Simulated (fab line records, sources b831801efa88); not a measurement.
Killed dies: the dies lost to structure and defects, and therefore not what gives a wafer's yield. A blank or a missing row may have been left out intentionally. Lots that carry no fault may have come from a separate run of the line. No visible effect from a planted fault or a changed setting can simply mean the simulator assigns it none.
Problem report, 8D (eight disciplines) form, completed by code -- flow sfq line -- the parts of the form that need people (team, actions taken, sign-off) are left out

1. THE ISSUE
Wafers without a fault read 0.685 a.u., standard deviation 0.0051; oes product au at SFQ_TRILAYER_M2_BARC_OPEN_METAL_ETCH_077 reads a mean of 0.747 a.u. on 3 wafers belonging to 2 lots. Relative to the usual mean, that is a shift of +12 standard deviations.
The step: etches BARC in O2, target depth 125 nm, time 41.7 s.
The first sign was on wafer L682.1 at day 34 09:55, on rie metal-02. Wafers with a number at this step in the record: 18, from 6 lots. Rule for "out" (also "out of limits"): further than 4 standard deviations from the usual mean. Any other wafer with a number is counted as sound.

2. WHAT IT IS, AND WHAT IT ISN'T
question,is,is not
which readings at this step,"oes product au, run length s",drypump motor current A
which lots,"L682, L683","L678, L689, L691, L694"
which wafers of those lots,"L682.1, L682.3, L683.4","L682.4, L683.2, L683.6"
read on which tools,rie metal-02,"rie metal-01, rie metal-04"
when,from day 34 09:55,"up to then (4 sound wafers); but 11 sound wafers of L683, L689, L691, L694 came after"

3. WHAT RULES OUT EACH SUSPECT
Counting: if a tool at a process step up to the reading ran every lot that is out, it stays a suspect. Sound lots after the first of them don't rule it out here, since some wafers of a struck lot are sound.
- rie metal-02 at SFQ_TRILAYER_M2_BARC_OPEN_METAL_ETCH_077 (etches BARC in O2, target depth 125 nm, time 41.7 s): kept. It ran every lot that is out, first L682 (day 34 09:55). Out on those wafers are its own readings of oes product au, run length s.
- Within rie metal-02 at SFQ_TRILAYER_M2_BARC_OPEN_METAL_ETCH_077: the wafers that are out ran in chamber 0; their sound lot-mates ran in chamber 1.
After counting, what remains is rie metal-02 at SFQ_TRILAYER_M2_BARC_OPEN_METAL_ETCH_077.

4. THE CAUSE (what the simulator had put in)
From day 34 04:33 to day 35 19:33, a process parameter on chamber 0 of rie metal-02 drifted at SFQ_TRILAYER_M2_BARC_OPEN_METAL_ETCH_077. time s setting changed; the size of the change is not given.
Counting left only this tool.

5. THE EFFECT CHAIN, in route order
Each row: a reading whose mean over the struck wafers that have a number lies more than 3 standard deviations from the usual. Scope: only readings with a usual standard deviation given in the record; hours: median across lots of the time from each lot's start at the first step in this table that gives one to its start at this step; sigmas: change in usual standard deviations.
hours,step,reading,usual,on struck wafers,change,sigmas
0,SFQ_TRILAYER_M2_BARC_OPEN_METAL_ETCH_077,oes product au,0.685 a.u.,0.747,+0.062,+12
0,SFQ_TRILAYER_M2_BARC_OPEN_METAL_ETCH_077,run length s,70.0 s,65.7,-4.3,-9.6
Process steps it contains:
- SFQ_TRILAYER_M2_BARC_OPEN_METAL_ETCH_077: etches BARC in O2, target depth 125 nm, time 41.7 s.
Readings that are blank on the struck wafers while sound wafers have them: rf fwd power W at SFQ_TRILAYER_M2_BARC_OPEN_METAL_ETCH_077.

6. WHAT WOULD HAVE CAUGHT IT SOONER
5 hours passed between the start of the fault at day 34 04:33 and the first reading out of limits in this record, taken at day 34 09:55.
